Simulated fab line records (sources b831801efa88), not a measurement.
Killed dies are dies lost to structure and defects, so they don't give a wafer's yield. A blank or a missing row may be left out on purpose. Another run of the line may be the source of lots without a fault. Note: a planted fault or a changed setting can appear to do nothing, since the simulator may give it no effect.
2 desks looking at one fault :: flow gf180mcu :: what lay behind the numbers comes last; until then each desk has only its own

## AT THE METROLOGY DESK
Means of the sampled wafers that have a number, per lot and without regard to the tool the lot ran on: this is what the gauges read. A lot is out of limits, marked OUT, if its mean lies more than 4 standard deviations from the usual mean; the brackets give that distance.
Columns: A = cd-nm at GF_POLY_GATE_CD_MEAS_10, usual 280.1 nm; B = HV_LDD_3_TW at GF_HV_LDD_TW_MEAS_38, usual 1442; C = HV_LDD_RS at GF_HV_LDD_RS_MEAS_53, usual 418.3 ohm/sq
lot: L801
first seen here: day 9 05:08
A: 281.3
B: 1428
C: 419.8

lot: L802
first seen here: day 9 10:04
A: 279.7
B: 1461
C: 418.0

lot: L803
first seen here: day 9 16:49
A: 281.0
B: 1453
C: 418.4

lot: L804
first seen here: day 10 00:44
A: 281.4
B: 1426
C: 419.6

lot: L805
first seen here: day 10 07:14
A: 282.4
B: 1453
C: 417.0

lot: L807
first seen here: day 11 00:01
A: 279.8
B: 1419
C: 418.3

lot: L808
first seen here: day 11 09:44
A: 278.3
B: 1453
C: 417.7

lot: L809
first seen here: day 11 19:14
A: 280.5
B: 1465
C: 418.6

lot: L811
first seen here: day 12 15:35
A: 280.4
B: 1423
C: 416.5

lot: L815
first seen here: day 13 13:46
A: 277.7
B: 1343 (-5.8) OUT
C: 429.8 (+10) OUT

lot: L816
first seen here: day 14 00:23
A: 280.9
B: 1345 (-5.7) OUT
C: 430.0 (+11) OUT
This desk's finding: out of limits on L815, L816; first on L815, day 16 15:02 (HV_LDD_3_TW at GF_HV_LDD_TW_MEAS_38). L801, L802, L803, L804, L805, L807, L808, L809, L811 stayed within limits.

## DESK OF THE TOOL OWNER: implanter-01
For each lot that ran on this tool, the mean over its sampled wafers that have a number, from the tool's own readings at GF_HV_LDD_IMPLANT_35. A lot is out of limits, marked OUT, if its mean lies more than 4 standard deviations from the usual mean; the brackets give that distance.
Columns: A = dose-ions-cm2 at GF_HV_LDD_IMPLANT_35, usual 7.5e+12; B = faraday-current-uA at GF_HV_LDD_IMPLANT_35, usual 42.4; C = rotation-deg at GF_HV_LDD_IMPLANT_35, usual 180.01 degrees
lot: L801
first seen here: day 11 11:41
A: 7.5e+12
B: 42.1
C: 180.01

lot: L802
first seen here: day 11 15:48
A: 7.5e+12
B: 42.9
C: 180.02

lot: L803
first seen here: day 12 00:18
A: 7.5e+12
B: 41.4
C: 179.99

lot: L804
first seen here: day 12 11:41
A: 7.5e+12
B: 42.1
C: 179.97

lot: L815
first seen here: day 16 14:38
A: 3.2e+12 (-99 or more) OUT
B: 18.1 (-29) OUT
C: 179.99

lot: L816
first seen here: day 16 23:33
A: 3.2e+12 (-99 or more) OUT
B: 17.9 (-29) OUT
C: 180.05
This desk's finding: out of limits on L815, L816; first on L815, day 16 14:38 (dose-ions-cm2 at GF_HV_LDD_IMPLANT_35). L801, L802, L803, L804 stayed within limits.

## BROUGHT TOGETHER
The tool owner's desk could have raised an alarm at day 16 14:38, on L815, L816.
At day 16 15:02 the metrology desk could have sounded an alarm, on L815, L816.
Of the lots named, all ran GF_HV_LDD_IMPLANT_35 on implanter-01.

## WHAT THE SIMULATOR PUT IN
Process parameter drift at GF_HV_LDD_IMPLANT_35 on implanter-01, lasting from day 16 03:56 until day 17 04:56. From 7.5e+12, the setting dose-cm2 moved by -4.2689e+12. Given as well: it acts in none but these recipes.
Shown lots that were struck: L815, L816.
Time in hours from fault onset to the first out-of-limits reading at each desk: tool owner's desk 11, metrology desk 11.
